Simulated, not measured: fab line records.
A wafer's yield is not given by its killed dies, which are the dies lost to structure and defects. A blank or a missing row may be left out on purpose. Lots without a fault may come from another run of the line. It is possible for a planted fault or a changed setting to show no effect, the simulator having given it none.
The same fault as seen by 2 desks || flow gf180mcu || each desk has only its own numbers; what lay behind them comes last

## TOOL OWNER'S DESK, implanter-02
The tool's own readings at GF_NWELL_IMPLANT_08, given as means over the sampled wafers that have a number, one for each lot that went through this tool. Any lot whose mean is over 4 standard deviations away from the usual mean is out of limits and marked OUT; that distance is given in the brackets.
Columns: A = beam-energy-keV at GF_NWELL_IMPLANT_08, usual 449.98
{"lot": "L370", "first seen here": "day 3 13:17", "A": 449.89}
{"lot": "L373", "first seen here": "day 4 06:13", "A": 449.94}
{"lot": "L380", "first seen here": "day 5 20:06", "A": "509.27 (+99 or more) OUT"}
{"lot": "L381", "first seen here": "day 6 02:06", "A": "509.42 (+99 or more) OUT"}
This desk's verdict: out of limits on L380, L381, starting with L380 at day 5 20:06 (beam-energy-keV at GF_NWELL_IMPLANT_08). L370, L373: within limits.

## AT THE METROLOGY DESK
What the gauges read, lot by lot, whatever tool the lot ran on: means of the sampled wafers that have a number. Any lot whose mean is over 4 standard deviations away from the usual mean is out of limits and marked OUT; that distance is given in the brackets.
Columns: A = NWELL_RS at GF_VT_IMPLANT_RS_MEAS_47, usual 487.9 ohm/sq; B = POLY_GATE_OVL at GF_POLY_GATE_OVL_MEAS_11, usual -2 nm
{"lot": "L369", "first seen here": "day 7 13:59", "A": 486.3, "B": 0}
{"lot": "L370", "first seen here": "day 7 21:48", "A": 488.7, "B": -7}
{"lot": "L371", "first seen here": "day 8 05:19", "A": 488.0, "B": -7}
{"lot": "L372", "first seen here": "day 8 08:31", "A": 487.4, "B": -8}
{"lot": "L373", "first seen here": "day 8 16:48", "A": 487.2, "B": -7}
{"lot": "L380", "first seen here": "day 10 16:53", "A": "479.1 (-7.3) OUT", "B": 6}
{"lot": "L381", "first seen here": "day 10 21:02", "A": "478.1 (-8.2) OUT", "B": -4}
{"lot": "L383", "first seen here": "day 11 12:23", "A": 487.7, "B": -1}
{"lot": "L384", "first seen here": "day 11 18:18", "A": 488.3, "B": 4}
{"lot": "L387", "first seen here": "day 12 13:30", "A": 489.2, "B": -1}
{"lot": "L388", "first seen here": "day 12 21:43", "A": 488.7, "B": 4}
{"lot": "L390", "first seen here": "day 13 09:44", "A": 487.9, "B": -12}
{"lot": "L391", "first seen here": "day 13 17:44", "A": 488.7, "B": -2}
This desk reports L380, L381 out of limits; the earliest was L380 at day 10 16:53 (NWELL_RS at GF_VT_IMPLANT_RS_MEAS_47). L369, L370, L371, L372, L373, L383, L384, L387, L388, L390, L391: within limits.

## BROUGHT TOGETHER
At day 5 20:06, on L380, L381, the tool owner's desk was in a position to raise an alarm.
The metrology desk could have raised an alarm at day 10 16:53, on L380, L381.
All the named lots went through GF_NWELL_IMPLANT_08 on implanter-02.

## WHAT THE SIMULATOR HAD INSERTED
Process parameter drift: implanter-02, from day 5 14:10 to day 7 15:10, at GF_NWELL_IMPLANT_08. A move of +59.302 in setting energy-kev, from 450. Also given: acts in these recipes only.
Struck lots among those shown: L380, L381.
Hours from the fault's start to each desk's first reading out of limits: the tool owner's desk, 6; the metrology desk, 123.
